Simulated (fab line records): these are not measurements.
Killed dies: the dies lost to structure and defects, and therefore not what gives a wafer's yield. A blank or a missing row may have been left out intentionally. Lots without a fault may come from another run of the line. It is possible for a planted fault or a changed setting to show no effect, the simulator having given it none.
A lot that was struck, set against a sound lot || flow sky130 || 15 steps out of a route of 708
Sound: the wafers L341.4, L341.5, L341.6. The struck wafers were L331.3, L331.5, L331.6. The cause is named last.
Per side, at each step with rows, come the tool, then ch with its chambers, and then its first start. Under that, the readings that differ: sound wafers || struck wafers || difference of the means || sigmas: that difference in standard deviations of wafers without a fault.
alike: same words and numbers on both sides, and readings whose means sit less than 2 such deviations apart. not compared: any withheld reading, any reading some wafer has no value for, any bound like >300 that may hide the same value, and any number with overlapping values for which the record gives no deviation.
The two part at a step that has a row with sigmas, a row that says differs or no value, or rows on one side only. Non-overlapping numbers with no deviation appear without sigmas and do not part them. Lack of a reading on every wafer of one side parts them only where that side has two or more wafers.

first, 3 steps without rows for these wafers: SKY_RES_PROTECT_PEB_05; SKY_RES_PROTECT_DEVELOP_06 (develop time 60 s); SKY_POLY_GATE_IMPLANT_02.
SKY_RES_PROTECT_STRIP_07: strips in O2/N2.
  sound on plasma-asher-01 ch 0,1, day 21 12:13; struck on plasma-asher-03 ch 0,1, day 17 16:07
  alike: drypump-motor-current-A, n2-flow-sccm, oes-product-au, strip-time-to-endpoint-s
  not compared: rf-hours-counter-h
SKY_RES_PROTECT_TW_MEAS_08:
  sound on film-metro-01, day 21 12:19; struck on film-metro-02, day 17 16:12
  alike: POLY_GATE_TW
then, 2 steps without rows for these wafers: SKY_RES_PROTECT_CLEAN_09 (cleans in SC1/SC2, time 150 s); SKY_POLY_GATE_CVD_03 (deposits Si3N4 from DCS/NH3, target thk 75 nm, time 1290 s).
SKY_POLY_GATE_THK_MEAS_04:
  sound on film-metro-02, day 21 14:25; struck on film-metro-02, day 17 17:40
  alike: POLY_GATE_CVD_03_THK
then, 4 steps without rows for these wafers: SKY_POLY_GATE_DEHYDRATE_05 (time 60 s); SKY_POLY_GATE_HMDS_06 (prime time 60 s); SKY_POLY_GATE_COAT_07 (resist thk 110 nm); SKY_POLY_GATE_COAT_08 (resist thk 450 nm).
SKY_POLY_GATE_SOFTBAKE_09: time 90 s.
  sound on litho-track-04 ch 0, day 22 05:00; struck on litho-track-04 ch 0, day 18 08:00
{"reading": "run-length-s (s)", "sound": "118.99 118.81 118.87", "struck": "135.32 135.33 134.95", "difference": "+16.31", "sigmas": "+78"}
then, 1 step without rows for these wafers: SKY_POLY_GATE_EXPOSE_10 (exposes mask P1M, target cd 150 nm).
-- the record jumps here: 29 days lie between the struck wafers' starts before and after (it left off in module POLY_GATE and takes up again in module PAD_OPEN, whose first step shown is number 708 of the route) --
SKY_PAD_OPEN_PROBE_99:
  sound on prober-02, day 49 21:59; struck on prober-01, day 47 13:22
  alike: killed_at_M0_to_M3, killed_at_M4_up, killed-at-contacts, killed-at-front-end, killed-at-other, killed-dies, killed-open, killed-short

## WHERE THEY PART
At SKY_POLY_GATE_SOFTBAKE_09 and nowhere else, as far as this record goes. Later steps at which nothing parts them and some readings are alike: SKY_PAD_OPEN_PROBE_99.

WHY: what had been put in by the simulator
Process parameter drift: litho-track-04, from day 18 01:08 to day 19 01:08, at SKY_POLY_GATE_SOFTBAKE_09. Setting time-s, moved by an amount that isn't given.
